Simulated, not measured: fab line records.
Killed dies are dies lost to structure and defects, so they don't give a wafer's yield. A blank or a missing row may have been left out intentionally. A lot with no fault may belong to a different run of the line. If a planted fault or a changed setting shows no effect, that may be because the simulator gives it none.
One fault seen from 2 desks -- flow sky130 -- every desk sees just its own numbers, and what lay behind them comes last

## FOR THE TOOL OWNER'S DESK: cvd-w-01
The tool's own readings at SKY_VIA4_CVD_18 (deposits W, target thk 505 nm, time 152.14 s): means of the sampled wafers that have a number, for each lot that ran on this tool. A lot is out of limits, marked OUT, if its mean lies more than 4 standard deviations from the usual mean; the brackets give that distance.
Columns: A = heater-power-w at SKY_VIA4_CVD_18, usual 871 W; B = susceptor-temp-C at SKY_VIA4_CVD_18, usual 400.01 C
lot,first seen here,A,B
L625,day 43 17:23,1062,421.03 (+96) OUT
L627,day 44 18:19,1042,420.85 (+95) OUT
L640,day 47 12:31,916,399.98
L639,day 47 16:40,946,399.98
L642,day 48 03:49,929,399.83
L644,day 48 11:59,913,400.00
This desk finds L625, L627 out of limits, L625 being first, at day 43 17:23 (susceptor-temp-C at SKY_VIA4_CVD_18). L640, L639, L642, L644 stayed within limits.

## THE METROLOGY DESK
What the gauges read for every lot (on any tool): the sampled wafers with a number, averaged. A lot is out of limits, marked OUT, if its mean lies more than 4 standard deviations from the usual mean; the brackets give that distance.
Columns: A = VIA4_OVL at SKY_VIA4_OVL_MEAS_11, usual -2.1 nm; B = VIA4_W_RS at SKY_VIA4_RS_MEAS_19, usual 0.2277 ohm/sq; C = VIA4_W_THK at SKY_VIA4_THK_MEAS_20, usual 512 nm
lot,first seen here,A,B,C
L625,day 43 16:36,-2.3,0.1581 (-33) OUT,742 (+41) OUT
L627,day 44 17:08,-3.0,0.1576 (-33) OUT,755 (+43) OUT
L634,day 46 12:57,-2.6,0.2262,518
L636,day 47 03:29,-2.4,0.2249,521
L640,day 47 11:41,-3.0,0.2249,518
L639,day 47 15:54,-2.3,0.2288,508
L641,day 47 23:47,-1.5,0.2262,513
L642,day 48 03:01,-3.7,0.2290,507
L643,day 48 05:39,-2.8,0.2279,508
L644,day 48 11:13,-2.1,0.2281,507
Finding of this desk: L625, L627 out of limits, first seen on L625 at day 43 17:33 (VIA4_W_RS at SKY_VIA4_RS_MEAS_19). L634, L636, L640, L639, L641, L642, L643, L644 stayed within limits.

## ALL TOGETHER
At day 43 17:23, on L625, L627, the tool owner's desk was in a position to raise an alarm.
The metrology desk could have raised an alarm at day 43 17:33, on L625, L627.
Of the lots named, all ran SKY_VIA4_CVD_18 on cvd-w-01.

## WHAT HAD BEEN PUT IN BY THE SIMULATOR
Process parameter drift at SKY_VIA4_CVD_18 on cvd-w-01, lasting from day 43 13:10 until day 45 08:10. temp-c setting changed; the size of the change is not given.
Lots struck among those shown: L625, L627.
Time in hours from fault onset to the first out-of-limits reading at each desk: tool owner's desk 4, metrology desk 4.
